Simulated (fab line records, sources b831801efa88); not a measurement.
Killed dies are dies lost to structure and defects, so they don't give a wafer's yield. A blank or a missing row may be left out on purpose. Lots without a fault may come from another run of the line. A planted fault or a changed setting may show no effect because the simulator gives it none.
A struck lot beside a sound one | flow sky130 | 31 steps out of a route of 708
Sound: wafers L225.3, L225.4, L225.5. Struck: wafer L233.6. (L233.4, L233.5 of the same lot were not struck and are left out.) The cause comes at the end.
At each step with rows: each side's tool, then ch and its chambers, then its first start. Under that, the readings that differ: sound wafers | struck wafers | difference of the means | sigmas: that difference in standard deviations of wafers without a fault.
alike: readings whose means differ by less than 2 such deviations, and words and numbers that are the same on both sides. not compared: withheld readings, readings that some wafer has no value for, bounds like >300 that may hide the same value, and numbers for which the record gives no deviation and whose values overlap.
The two part at a step that has a row with sigmas, a row that says differs or no value, or rows on one side only. Numbers that don't overlap but have no deviation are shown without sigmas and don't part them. A reading that every wafer of one side lacks parts them only if that side has two wafers or more.

SKY_LI_CONTACT_OVL_MEAS_13:
  sound on overlay-01, day 30 20:43; struck on overlay-02, day 33 01:05
  reading             | sound   | struck | difference | sigmas
  LI_CONTACT_OVL (nm) | 11 -6 2 | -16    | -18        | -3
then, 2 steps without rows for these wafers: SKY_LI_CONTACT_ETCH_14 (etches BARC in N2/H2, stops on SiO2, time 45.9 s, target depth 60 nm); SKY_LI_CONTACT_ETCH_15 (etches PSG in C4F8/O2/Ar, stops on Si, target depth 600 nm).
SKY_LI_CONTACT_STRIP_16: strips in O2/N2.
  sound on plasma_asher-04 ch 0,1, day 30 20:54; struck on plasma_asher-01 ch 0, day 33 01:16
  alike: chamber_pressure_mTorr, drypump_motor_current_A, o2_flow_sccm, oes_product_au, strip_time_to_endpoint_s
  not compared: rf_hours_counter_h
then, 2 steps without rows for these wafers: SKY_LI_CONTACT_CLEAN_17 (cleans in NMP, time 600 s); SKY_LI_CONTACT_PRE_CLEAN_18 (time 5.6 s).
SKY_LI_CONTACT_SPUTTER_19: material Ti, target thk 20 nm, time 106.37 s.
  sound on pvd_sputter-04, day 30 21:10; struck on pvd_sputter-03, day 33 01:32
  alike: throttle_valve_pct
SKY_LI_CONTACT_SPUTTER_20: material TiN, target thk 20 nm, time 80 s.
  sound on pvd_sputter-04, day 30 21:15; struck on pvd_sputter-03, day 33 01:37
  alike: throttle_valve_pct
then, 1 step without rows for these wafers: SKY_LI_CONTACT_CVD_21 (deposits W, target thk 400 nm, time 120.56 s).
SKY_LI_CONTACT_RS_MEAS_22: measures by four-point-probe.
  sound on film_metro-03, day 30 21:29; struck on film_metro-03, day 33 01:59
  alike: LI_CONTACT_W_RS
SKY_LI_CONTACT_THK_MEAS_23: measures by xrf.
  sound on film_metro-03, day 30 21:35; struck on film_metro-03, day 33 02:04
  alike: LI_CONTACT_W_THK
SKY_LI_CONTACT_CMP_24: polishes, stops on PSG, t overpolish 20 s, target thk 0 nm.
  sound on cmp-02 ch 1,3, day 30 21:37; struck on cmp-02 ch 2, day 33 02:15
  reading                | sound      | struck | difference | sigmas
  time_to_endpoint_s (s) | 96 107 111 | 89     | -16        | -3
  alike: motor_current_A, overpolish_run_s
SKY_LOCAL_INTERCONNECT_SPUTTER_00: material TiN, target thk 100 nm, time 83.3 s.
  sound on pvd_sputter-03, day 30 21:55; struck on pvd_sputter-01, day 33 02:24
  reading                                                | sound             | struck | difference | sigmas
  model.TiN_of_LOCAL_INTERCONNECT_SPUTTER_00.thk_nm (nm) | 100.3 98.81 98.38 | 79.73  | -19.43     |
  alike: throttle_valve_pct
SKY_LOCAL_INTERCONNECT_RS_MEAS_01: measures by four-point-probe.
  sound on film_metro-01, day 30 22:01; struck on film_metro-02, day 33 02:32
  reading                            | sound             | struck | difference | sigmas
  LOCAL_INTERCONNECT_TIN_RS (ohm/sq) | 14.12 14.29 14.45 | 17.98  | +3.69      | +16
SKY_LOCAL_INTERCONNECT_THK_MEAS_02: measures by xrf.
  sound on film_metro-01, day 30 22:07; struck on film_metro-02, day 33 02:37
  reading                         | sound           | struck | difference | sigmas
  LOCAL_INTERCONNECT_TIN_THK (nm) | 100.6 99.1 98.5 | 79.6   | -19.8      | -12
then, 8 steps without rows for these wafers: SKY_LOCAL_INTERCONNECT_DEHYDRATE_03 (time 60 s); SKY_LOCAL_INTERCONNECT_HMDS_04 (prime time 60 s); SKY_LOCAL_INTERCONNECT_COAT_05 (resist thk 60 nm); SKY_LOCAL_INTERCONNECT_COAT_06 (resist thk 450 nm); SKY_LOCAL_INTERCONNECT_SOFTBAKE_07 (time 90 s); SKY_LOCAL_INTERCONNECT_EXPOSE_08 (exposes mask LI1M, target cd 170 nm); SKY_LOCAL_INTERCONNECT_PEB_09; SKY_LOCAL_INTERCONNECT_DEVELOP_10 (develop time 60 s).
SKY_LOCAL_INTERCONNECT_CD_MEAS_11: target cd 170 nm.
  sound on cd_sem-01, day 32 01:56; struck on cd_sem-02, day 34 05:13
  alike: cd_nm
SKY_LOCAL_INTERCONNECT_OVL_MEAS_12:
  sound on overlay-02, day 32 02:02; struck on overlay-01, day 34 05:17
  reading                     | sound | struck | difference | sigmas
  LOCAL_INTERCONNECT_OVL (nm) | 9 2 6 | -5     | -11        | -2
then, 1 step without rows for these wafers: SKY_LOCAL_INTERCONNECT_ETCH_13 (etches BARC in N2/H2, stops on SiO2, time 45.9 s, target depth 60 nm).
SKY_LOCAL_INTERCONNECT_METAL_ETCH_14: etches TiN in Cl2/BCl3, stops on PSG, target depth 110 nm, time 31.4 s.
  sound on rie_metal-02 ch 0,1, day 32 02:08; struck on rie_metal-04 ch 0, day 34 05:23
  reading                     | sound                | struck | difference | sigmas
  drypump_motor_current_A (A) | 5.8 6.2 6.2          | 4.8    | -1.3       | -3
  oes_product_au (a.u.)       | 0.951 0.942 0.933    | 0.823  | -0.119     | -12
  throttle_valve_pct (%)      | 21.890 21.903 21.901 | 21.978 | +0.080     | +7
  alike: chamber_pressure_mTorr, mfc_cl2_sccm
  not compared: rf_hours_counter_h
SKY_LOCAL_INTERCONNECT_STRIP_15: strips in O2/N2.
  sound on plasma_asher-04 ch 0,1, day 32 02:13; struck on plasma_asher-02 ch 0, day 34 05:28
  reading                     | sound       | struck | difference | sigmas
  drypump_motor_current_A (A) | 6.0 5.8 6.0 | 4.9    | -1.0       | -2
  alike: chamber_pressure_mTorr, o2_flow_sccm, oes_product_au, strip_time_to_endpoint_s
  not compared: rf_hours_counter_h
SKY_LOCAL_INTERCONNECT_STRIP_16: strips in post etch residue remover, time 1200 s.
  sound on wet_bench-02 ch 3, day 32 02:16; struck on wet_bench-03 ch 3, day 34 05:31
  reading                                                | sound             | struck | difference | sigmas
  model.TiN_of_LOCAL_INTERCONNECT_SPUTTER_00.thk_nm (nm) | 99.86 98.39 97.96 | 79.31  | -19.43     |
then, 1 step without rows for these wafers: SKY_LOCAL_INTERCONNECT_CLEAN_17 (cleans in IPA, time 180 s).
-- the record jumps here: 15 days lie between the struck wafers' starts before and after (it left off in module LOCAL_INTERCONNECT and takes up again in module PAD_OPEN, whose first step shown is number 708 of the route) --
SKY_PAD_OPEN_PROBE_99:
  sound on prober-02, day 47 02:22; struck on prober-01, day 48 18:16
  reading                        | sound             | struck | difference | sigmas
  model.etest.res_li.line_ohm_um | 75.34 75.15 75.84 | 94.09  | +18.65     |
  model.etest.res_li.rs_ohm_sq   | 12.79 12.96 12.98 | 16.09  | +3.18      |
  model.etest.mcon_chain.rc_ohm  | 16.14 15.85 16.06 | 18.52  | +2.50      |
  alike: killed_at_M0_to_M3, killed_at_M4_up, killed_at_contacts, killed_at_front_end, killed_at_other, killed_dies, killed_open, killed_short

WHERE THEY PART
First at SKY_LI_CONTACT_OVL_MEAS_13; last, within this record, at SKY_LOCAL_INTERCONNECT_STRIP_15. Later steps at which nothing parts them and some readings are alike: SKY_PAD_OPEN_PROBE_99.

WHY: what the simulator had put in
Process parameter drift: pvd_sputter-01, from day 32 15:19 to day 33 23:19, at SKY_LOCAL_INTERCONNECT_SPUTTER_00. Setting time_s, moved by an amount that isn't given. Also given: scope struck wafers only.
